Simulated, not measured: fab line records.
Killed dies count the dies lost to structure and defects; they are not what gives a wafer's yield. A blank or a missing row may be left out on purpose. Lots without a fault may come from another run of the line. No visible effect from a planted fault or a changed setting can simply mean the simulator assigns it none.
What tool caused it?    flow gf180mcu    24 wafers sampled from 9 lots at 1 step of a route of 602

WHAT THE GAUGES READ, wafer by wafer
GF_STI_CD_MEAS_12 targets a cd of 220 nm.
lot   measured     on         cd nm (nm)
L707  day 2 01:05  cd sem-02  219.9 219.5 219.8
L708  day 2 07:02  cd sem-01  222.4 221.9 221.6
L716  day 3 22:58  cd sem-01  219.0 218.3
L717  day 4 04:43  cd sem-02  220.8 220.6
L718  day 4 11:16  cd sem-02  220.8 221.2
L719  day 4 14:17  cd sem-02  218.9 218.5 219.9
L721  day 5 01:36  cd sem-02  221.0 219.9 221.9
L724  day 5 16:46  cd sem-02  219.1 219.8 218.3
L727  day 6 08:49  cd sem-02  217.2 218.9 217.7

TOOL THAT RAN EACH LOT (tool first, then ch and the chambers of the sampled wafers, then the start)
Before these readings, the record contains no process step.

WHAT THE TOOLS THEMSELVES READ (means of the sampled wafers that have a number; where no wafer has one, the mark that the record gives instead)
The record holds no such reading with a usual standard deviation.

THE ANSWER, worked out from the rows above alone
Rule: what is usual is taken from the lots themselves. The widest of any qualifying gaps counts: lots, ordered by their means at a reading, are off when they make up no more than a third of the lots, leave a main group of 4 or more, and stand apart from it by 3 or more times the standard deviation of that group's means. A main group whose means are all the same, to the digits that the tables above print for the reading, isn't used. Also off: a lot with no number at a reading for which 4 or more lots have one. Any other lot the step has rows for is counted as sound. Order of review: gauges by route order, followed by the tools' own readings, for which a lot's mean as printed above is used. At the first step where some lot is off, the reading lying furthest off is the one used; lots without a number count as furthest.
No lot is off on any of the readings shown, so nothing can be concluded from this.

WHAT THE SIMULATOR HAD INSERTED
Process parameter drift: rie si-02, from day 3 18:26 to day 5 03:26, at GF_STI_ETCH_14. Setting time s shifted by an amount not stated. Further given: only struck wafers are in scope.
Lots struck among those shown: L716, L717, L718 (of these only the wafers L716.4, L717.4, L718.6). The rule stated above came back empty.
